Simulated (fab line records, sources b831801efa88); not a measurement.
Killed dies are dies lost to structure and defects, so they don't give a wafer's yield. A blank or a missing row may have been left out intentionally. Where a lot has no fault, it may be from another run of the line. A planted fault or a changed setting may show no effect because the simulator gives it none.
Which tool was responsible? | flow gf180mcu | 31 wafers from 11 lots sampled at 2 of the route's 602 steps

== WHAT EACH GAUGE READ, for each wafer ==
GF_V4_THK_MEAS_01.
lot  | measured     | on            | V4_CVD_00_THK (nm)
L481 | day 23 12:55 | film_metro-04 | 588 592 593
L482 | day 23 16:58 | film_metro-02 | 601 598 597
L486 | day 25 07:02 | film_metro-04 | 607 604 590
L489 | day 26 05:11 | film_metro-04 | 578 585 586
L492 | day 27 10:25 | film_metro-02 | 589 601 589
L493 | day 27 14:28 | film_metro-04 | 595 596 596
L494 | day 27 18:39 | film_metro-04 | 592
L496 | day 28 08:05 | film_metro-02 | 600 604 612
L499 | day 29 06:28 | film_metro-03 | 596 599 590
L502 | day 30 00:58 | film_metro-03 | 598 603 584
L504 | day 30 14:37 | film_metro-03 | 608 597 606

== WHAT TOOL EACH LOT RAN ON (gives the tool, then ch and the chambers of the sampled wafers, and finally the start) ==
lot  | GF_M4_SPUTTER_04
L481 | pvd_sputter-03, day 22 13:55
L482 | pvd_sputter-02, day 22 16:49
L486 | pvd_sputter-04, day 24 08:17
L489 | pvd_sputter-03, day 25 07:19
L492 | pvd_sputter-02, day 26 13:10
L493 | pvd_sputter-02, day 26 18:12
L494 | pvd_sputter-04, day 26 21:36
L496 | pvd_sputter-03, day 27 11:36
L499 | pvd_sputter-03, day 28 10:52
L502 | pvd_sputter-04, day 29 05:37
L504 | pvd_sputter-02, day 29 19:56
- GF_M4_SPUTTER_04: material TiN, target thk 50 nm, time 41.7 s.

== THE ANSWER, worked out from the rows above alone ==
Rule: the usual values come from the lots themselves. The widest of any qualifying gaps counts: lots, ordered by their means at a reading, are off when they make up no more than a third of the lots, leave a main group of 4 or more, and stand apart from it by 3 or more times the standard deviation of that group's means. A main group whose means are all the same, to the digits that the tables above print for the reading, isn't used. A lot without any number at a reading at which 4 lots or more have one is off too. Any other lot the step has rows for is counted as sound.
Nothing can be told from this: no lot is off at any reading shown.

== WHAT WAS PUT IN BY THE SIMULATOR ==
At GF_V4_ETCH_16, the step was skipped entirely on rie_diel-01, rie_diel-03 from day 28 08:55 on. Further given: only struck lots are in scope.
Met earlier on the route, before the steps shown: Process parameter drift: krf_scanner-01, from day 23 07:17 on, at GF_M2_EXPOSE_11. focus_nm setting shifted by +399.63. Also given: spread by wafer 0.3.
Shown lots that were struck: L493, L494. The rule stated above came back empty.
